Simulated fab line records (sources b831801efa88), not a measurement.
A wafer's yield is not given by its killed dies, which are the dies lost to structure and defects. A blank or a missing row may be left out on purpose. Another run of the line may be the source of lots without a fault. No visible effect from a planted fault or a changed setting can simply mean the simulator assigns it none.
fab line records -- flow gf180mcu
record lots=14, wafers=42, lastDay=34
route steps=602 shown STI@23 MVSD@73 VT_IMPLANT@131 SAB@264
lots that met no fault: from a run of the same line without faults
startH: hours from the record's opening day to when the first of the lot's shown wafers began -- waitH: time in hours since the lot's previous step -- " the same as in the row above -- L1.1+2: a single row standing in for several wafers -- - either no value or no given start -- * or withheld: withheld -- < > ~ a bound
route shown NAME@n: names a module that has steps shown in the file, with the first one's number in the route -- usual: mean/standard deviation taken from wafers without a fault -- same: alike in all rows -- chamber/n: place in a boat -- sites: per-site readings -- _std_site: how widely they spread, as a standard deviation -- _edge_site: the outer-site mean with the inner-site mean subtracted -- radiusMm: for every site, how far away it sits from the centre of the wafer -- mask NAME#n: copy n -- behind: the tool/chamber that last shaped the wafer -- hold: why the lot was held/for how many hours/how that ended -- device: names the non-switching transistor (n, p or np) -- end of line: the route-end tests of the same wafers -- for a step that has no rows: nothing shown but its recipe -- killed: at the first sort, the dies lost to defects and structure; wafer yield is something else -- map: a wafer's dies, marking killed ones x, the rest . and places with no die _
set.NAME: the setting the step ran with; set.NAME@STEP: the setting that earlier step ran with -- model.NAME: the simulator's own value behind a step, which no gauge read
a sample of lots followed through the steps of the route, with each step as a table and each wafer as a row
services: the hour from which a tool's chamber was out of use, counted from the record's first day as startH (under 0 if before that day), plus the number of hours and why
## steps
# step GF_STI_THK_MEAS_22
# recipe reads=SiO2_of_STI_OXIDATION_21
# usual STI_OXIDATION_01_THK=15.23/0.27
lot.wafer,tool,chamber,startH,waitH,STI_OXIDATION_01_THK[nm]
L577.1,filmMetro-04,-,29.33,0.0,15.26
L577.2,filmMetro-04,-,29.33,0.0,15.02
L577.4,filmMetro-04,-,29.33,0.0,15.11
L578.1,filmMetro-01,-,35.21,0.0,15.46
L578.4,filmMetro-01,-,35.21,0.0,15.23
L578.5,filmMetro-01,-,35.21,0.0,15.22
L579.2,filmMetro-01,-,38.29,0.0,15.24
L579.4,filmMetro-01,-,38.29,0.0,15.49
L579.6,filmMetro-01,-,38.29,0.0,15.11
L580.2,filmMetro-03,-,42.70,0.0,15.66
L580.3,filmMetro-03,-,42.70,0.0,15.49
L580.6,filmMetro-03,-,42.70,0.0,15.60
L581.1,filmMetro-01,-,48.27,0.0,14.91
L581.3,filmMetro-01,-,48.27,0.0,15.09
L581.4,filmMetro-01,-,48.27,0.0,15.04
L583.3,filmMetro-01,-,57.86,0.0,15.62
L583.4,filmMetro-01,-,57.86,0.0,15.46
L583.6,filmMetro-01,-,57.86,0.0,15.39
L585.3,filmMetro-01,-,68.26,0.0,15.02
L585.5,filmMetro-01,-,68.26,0.0,15.37
L585.6,filmMetro-01,-,68.26,0.0,15.34
L590.2,filmMetro-01,-,94.98,0.0,15.08
L590.5,filmMetro-01,-,94.98,0.0,15.08
L590.6,filmMetro-01,-,94.98,0.0,15.21
L592.1,filmMetro-01,-,104.14,0.0,14.94
L592.5,filmMetro-01,-,104.14,0.0,15.08
L592.6,filmMetro-01,-,104.14,0.0,15.26
L594.1,filmMetro-04,-,114.90,0.0,14.85
L594.3,filmMetro-04,-,114.90,0.0,14.97
L594.4,filmMetro-04,-,114.90,0.0,15.23
L595.2,filmMetro-01,-,120.22,0.0,14.71
L595.3,filmMetro-01,-,120.22,0.0,15.00
L595.6,filmMetro-01,-,120.22,0.0,14.55
L596.2,filmMetro-01,-,125.12,0.0,15.25
L596.3,filmMetro-01,-,125.12,0.0,15.12
L596.4,filmMetro-01,-,125.12,0.0,15.16
L598.4,filmMetro-01,-,135.08,0.0,15.56
L598.5,filmMetro-01,-,135.08,0.0,15.37
L598.6,filmMetro-01,-,135.08,0.0,15.65
L600.1,filmMetro-03,-,147.64,0.0,15.48
L600.2,filmMetro-03,-,147.64,0.0,15.80
L600.3,filmMetro-03,-,147.64,0.0,15.57
# step GF_MVSD_OVL_MEAS_07
# usual MVSD_OVL=-0.8/1.5
lot.wafer,tool,chamber,startH,waitH,MVSD_OVL[nm]
L577.1,overlay-01,-,86.61,-,-0.2
L577.2,overlay-01,-,86.61,-,1.0
L577.4,overlay-01,-,86.61,-,-1.1
L578.1,overlay-01,-,91.66,-,-0.5
L578.4,overlay-01,-,91.66,-,0.6
L578.5,overlay-01,-,91.66,-,-0.5
L579.2,overlay-02,-,94.27,-,-3.9
L579.4,overlay-02,-,94.27,-,-1.1
L579.6,overlay-02,-,94.27,-,-2.8
L580.2,overlay-02,-,99.17,-,-1.9
L580.3,overlay-02,-,99.17,-,-1.6
L580.6,overlay-02,-,99.17,-,-4.9
L581.1,overlay-01,-,104.48,-,-3.3
L581.3,overlay-01,-,104.48,-,-3.0
L581.4,overlay-01,-,104.48,-,-2.1
L583.3,overlay-01,-,114.59,-,2.3
L583.4,overlay-01,-,114.59,-,0.4
L583.6,overlay-01,-,114.59,-,0.2
L585.3,overlay-02,-,128.12,-,0.7
L585.5,overlay-02,-,128.12,-,1.4
L585.6,overlay-02,-,128.12,-,2.7
L590.2,overlay-02,-,158.27,-,-3.7
L590.5,overlay-02,-,158.27,-,-1.9
L590.6,overlay-02,-,158.27,-,-1.1
L592.1,overlay-01,-,168.21,-,0.5
L592.5,overlay-01,-,168.21,-,-0.6
L592.6,overlay-01,-,168.21,-,-0.9
L594.1,overlay-01,-,181.03,-,-0.7
L594.3,overlay-01,-,181.03,-,0.5
L594.4,overlay-01,-,181.03,-,-2.1
L595.2,overlay-02,-,187.08,-,-0.7
L595.3,overlay-02,-,187.08,-,-0.2
L595.6,overlay-02,-,187.08,-,-1.3
L596.2,overlay-02,-,194.77,-,-1.7
L596.3,overlay-02,-,194.77,-,-2.1
L596.4,overlay-02,-,194.77,-,-3.2
L598.4,overlay-02,-,204.10,-,0.1
L598.5,overlay-02,-,204.10,-,1.8
L598.6,overlay-02,-,204.10,-,-0.8
L600.1,overlay-01,-,217.76,-,-3.0
L600.2,overlay-01,-,217.76,-,-1.5
L600.3,overlay-01,-,217.76,-,1.5
# step GF_VT_IMPLANT_IMPLANT_41
# recipe species=As, energyKev=70, doseCm2=1.013e+12, tiltDeg=7
# usual doseIonsCm2=1.0128e+12/1.1e+09, faradayCurrentUA=5.71/0.11
# same implantIonAmu=75
lot.wafer,tool,chamber,startH,waitH,doseIonsCm2,faradayCurrentUA
L577.1,implanter-02,0,160.31,0.0,1.013e+12,5.74
L577.2,implanter-02,0,160.31,0.0,1.0134e+12,5.79
L577.4,implanter-02,0,160.31,0.0,1.0141e+12,5.50
L578.1,implanter-02,0,165.53,0.0,1.0123e+12,5.77
L578.4,implanter-02,0,165.53,0.0,1.011e+12,5.87
L578.5,implanter-02,0,165.53,0.0,1.0124e+12,5.88
L579.2,implanter-04,0,171.79,0.0,1.0131e+12,5.74
L579.4,implanter-04,0,171.79,0.0,1.0115e+12,5.47
L579.6,implanter-04,0,171.79,0.0,1.0138e+12,5.61
L580.2,implanter-04,0,177.34,0.0,1.0135e+12,5.72
L580.3,implanter-04,0,177.34,0.0,1.013e+12,6.00
L580.6,implanter-04,0,177.34,0.0,1.0121e+12,5.68
L581.1,implanter-01,0,182.31,0.0,1.0148e+12,5.80
L581.3,implanter-01,0,182.31,0.0,1.0119e+12,5.68
L581.4,implanter-01,0,182.31,0.0,1.0138e+12,5.78
L583.3,implanter-01,0,194.48,0.1,1.0099e+12,5.88
L583.4,implanter-01,0,194.48,0.1,1.0116e+12,5.75
L583.6,implanter-01,0,194.48,0.1,1.0136e+12,5.71
L585.3,implanter-01,0,208.93,0.1,1.0142e+12,5.54
L585.5,implanter-01,0,208.93,0.1,1.0137e+12,5.64
L585.6,implanter-01,0,208.93,0.1,1.0146e+12,5.75
L590.2,implanter-01,0,245.50,0.0,1.1198e+12,6.31
L590.5,implanter-01,0,245.50,0.0,1.119e+12,6.28
L590.6,implanter-01,0,245.50,0.0,1.1205e+12,6.53
L592.1,implanter-01,0,257.41,0.0,1.1207e+12,6.22
L592.5,implanter-01,0,257.41,0.0,1.1208e+12,6.22
L592.6,implanter-01,0,257.41,0.0,1.1207e+12,6.12
L594.1,implanter-02,0,273.29,0.0,1.0112e+12,5.81
L594.3,implanter-02,0,273.29,0.0,1.0124e+12,5.90
L594.4,implanter-02,0,273.29,0.0,1.0136e+12,5.57
L595.2,implanter-04,0,280.04,0.0,1.0115e+12,5.78
L595.3,implanter-04,0,280.04,0.0,1.0133e+12,5.81
L595.6,implanter-04,0,280.04,0.0,1.0124e+12,6.05
L596.2,implanter-04,0,288.92,0.0,1.0139e+12,5.57
L596.3,implanter-04,0,288.92,0.0,1.0125e+12,5.88
L596.4,implanter-04,0,288.92,0.0,1.0131e+12,5.63
L598.4,implanter-04,0,299.75,0.1,1.0162e+12,5.90
L598.5,implanter-04,0,299.75,0.1,1.0141e+12,5.70
L598.6,implanter-04,0,299.75,0.1,1.0133e+12,5.64
L600.1,implanter-04,0,313.96,0.0,1.0131e+12,5.75
L600.2,implanter-04,0,313.96,0.0,1.0121e+12,5.64
L600.3,implanter-04,0,313.96,0.0,1.0124e+12,5.70
# step GF_VT_IMPLANT_TW_MEAS_43
# usual VT_IMPLANT_4_TW=683.5/2.9
lot.wafer,tool,chamber,startH,waitH,VT_IMPLANT_4_TW
L577.1,filmMetro-04,-,160.56,0.1,683.9
L577.2,filmMetro-04,-,160.56,0.1,683.8
L577.4,filmMetro-04,-,160.56,0.1,685.4
L578.1,filmMetro-03,-,165.78,0.1,682.5
L578.4,filmMetro-03,-,165.78,0.1,681.7
L578.5,filmMetro-03,-,165.78,0.1,678.1
L579.2,filmMetro-02,-,172.02,0.1,682.9
L579.4,filmMetro-02,-,172.02,0.1,684.0
L579.6,filmMetro-02,-,172.02,0.1,686.1
L580.2,filmMetro-02,-,177.57,0.1,684.3
L580.3,filmMetro-02,-,177.57,0.1,683.0
L580.6,filmMetro-02,-,177.57,0.1,682.6
L581.1,filmMetro-03,-,182.56,0.1,679.9
L581.3,filmMetro-03,-,182.56,0.1,682.6
L581.4,filmMetro-03,-,182.56,0.1,679.1
L583.3,filmMetro-03,-,194.70,0.1,682.5
L583.4,filmMetro-03,-,194.70,0.1,679.4
L583.6,filmMetro-03,-,194.70,0.1,678.8
L585.3,filmMetro-04,-,209.15,0.1,684.6
L585.5,filmMetro-04,-,209.15,0.1,685.8
L585.6,filmMetro-04,-,209.15,0.1,684.7
L590.2,filmMetro-03,-,245.74,0.1,704.0
L590.5,filmMetro-03,-,245.74,0.1,702.1
L590.6,filmMetro-03,-,245.74,0.1,704.3
L592.1,filmMetro-04,-,257.66,0.1,704.6
L592.5,filmMetro-04,-,257.66,0.1,706.9
L592.6,filmMetro-04,-,257.66,0.1,704.8
L594.1,filmMetro-03,-,273.54,0.1,679.6
L594.3,filmMetro-03,-,273.54,0.1,677.9
L594.4,filmMetro-03,-,273.54,0.1,680.5
L595.2,filmMetro-03,-,280.27,0.1,685.5
L595.3,filmMetro-03,-,280.27,0.1,683.3
L595.6,filmMetro-03,-,280.27,0.1,684.4
L596.2,filmMetro-02,-,289.15,0.1,682.8
L596.3,filmMetro-02,-,289.15,0.1,685.1
L596.4,filmMetro-02,-,289.15,0.1,684.6
L598.4,filmMetro-03,-,299.96,0.1,688.1
L598.5,filmMetro-03,-,299.96,0.1,682.2
L598.6,filmMetro-03,-,299.96,0.1,683.0
L600.1,filmMetro-03,-,314.21,0.1,683.2
L600.2,filmMetro-03,-,314.21,0.1,679.5
L600.3,filmMetro-03,-,314.21,0.1,681.5
# step GF_SAB_CVD_00
# recipe material=SiO2, targetThkNm=50, precursor=TEOS, tempC=400, timeS=4.9302, rfW=600
# usual heaterPowerW=653/100
lot.wafer,tool,chamber,startH,waitH,heaterPowerW
L577.1,pecvd-02,0,324.52,0.1,652
L577.2,pecvd-02,1,324.52,0.1,843
L577.4,pecvd-02,1,324.52,0.1,834
L578.1,pecvd-01,1,329.50,0.1,704
L578.4,pecvd-01,2,329.50,0.1,492
L578.5,pecvd-01,1,329.50,0.1,688
L579.2,pecvd-04,2,336.02,0.1,570
L579.4,pecvd-04,0,336.02,0.1,646
L579.6,pecvd-04,1,336.02,0.1,487
L580.2,pecvd-04,0,345.25,0.1,650
L580.3,pecvd-04,1,345.25,0.1,497
L580.6,pecvd-04,2,345.25,0.1,602
L581.1,pecvd-02,0,349.40,0.1,636
L581.3,pecvd-02,2,349.40,0.1,703
L581.4,pecvd-02,1,349.40,0.1,893
L583.3,pecvd-01,1,368.25,0.1,707
L583.4,pecvd-01,2,368.25,0.1,579
L583.6,pecvd-01,0,368.25,0.1,721
L585.3,pecvd-01,2,383.95,0.1,467
L585.5,pecvd-01,1,383.95,0.1,695
L585.6,pecvd-01,2,383.95,0.1,474
L590.2,pecvd-01,2,430.96,0.1,503
L590.5,pecvd-01,1,430.96,0.1,668
L590.6,pecvd-01,0,430.96,0.1,664
L592.1,pecvd-04,0,446.19,0.1,610
L592.5,pecvd-04,0,446.19,0.1,615
L592.6,pecvd-04,1,446.19,0.1,514
L594.1,pecvd-04,0,470.15,0.1,651
L594.3,pecvd-04,1,470.15,0.1,558
L594.4,pecvd-04,2,470.15,0.1,709
L595.2,pecvd-02,0,476.15,0.1,607
L595.3,pecvd-02,2,476.15,0.1,621
L595.6,pecvd-02,2,476.15,0.1,633
L596.2,pecvd-04,1,484.74,0.1,602
L596.3,pecvd-04,2,484.74,0.1,688
L596.4,pecvd-04,2,484.74,0.1,679
L598.4,pecvd-01,1,503.51,0.0,726
L598.5,pecvd-01,0,503.51,0.0,690
L598.6,pecvd-01,2,503.51,0.0,522
L600.1,pecvd-02,0,517.08,0.1,599
L600.2,pecvd-02,1,517.08,0.1,862
L600.3,pecvd-02,2,517.08,0.1,637
## services
tool,chamber,startH,hours,kind
implanter-04,-,153.88,3.6,pm
pecvd-01,-,160.62,14.0,pm
implanter-02,-,184.17,4.7,repair
implanter-02,-,195.67,5.7,repair
pecvd-02,-,199.97,1.4,repair
pecvd-01,0,219.32,6.0,repair
implanter-01,-,227.20,3.3,pm
implanter-02,-,251.28,3.3,repair
implanter-01,-,251.61,0.9,repair
implanter-02,-,280.40,8.7,pm
pecvd-04,-,296.32,1.1,repair
implanter-04,-,326.95,2.4,repair
implanter-04,-,335.63,2.9,pm
implanter-02,-,339.57,3.3,pm
implanter-01,-,361.85,4.4,pm
pecvd-02,-,368.88,14.0,pm
pecvd-01,-,400.84,0.6,repair
pecvd-04,1,433.69,11.0,repair
pecvd-04,0,456.91,3.8,repair
implanter-01,-,461.53,1.9,repair
pecvd-04,-,474.68,4.3,pm
implanter-04,-,499.81,1.9,repair
implanter-01,-,505.21,4.1,repair
pecvd-02,-,513.15,1.4,repair
## key
firstSign step=GF_VT_IMPLANT_IMPLANT_41, reading=doseIonsCm2, direction=up, sigmas=97, usual=1.0128e+12, struck=1.1202e+12
effect step=GF_VT_IMPLANT_IMPLANT_41, reading=faradayCurrentUA, direction=up, sigmas=5, usual=5.71, struck=6.28
effect step=GF_VT_IMPLANT_TW_MEAS_43, reading=VT_IMPLANT_4_TW, direction=up, sigmas=7.2, usual=683.5, struck=704.5
metAt GF_VT_IMPLANT_IMPLANT_41
struckLots L590,L592
testerLeftOut L590,L592
notActingAt GF_STI_THK_MEAS_22,GF_MVSD_OVL_MEAS_07,GF_SAB_CVD_00
onsetBetween 208.93 245.50
fault kind=processParameterDrift, tool=implanter-01, chamber=-, onsetH=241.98, steps=GF_VT_IMPLANT_IMPLANT_41, channel=doseCm2, offset=1.0716e+11, shape=step, endH=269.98, actsIn=theseRecipesOnly, stated=1.013e+12
# testerLeftOut: of these lots the tester's yield and bins aren't shown, on N5 and GAA mostly nor the transistor test; their killed dies are dies lost to structure and defects alone, not to doping, threshold or leakage, so they don't give the yield
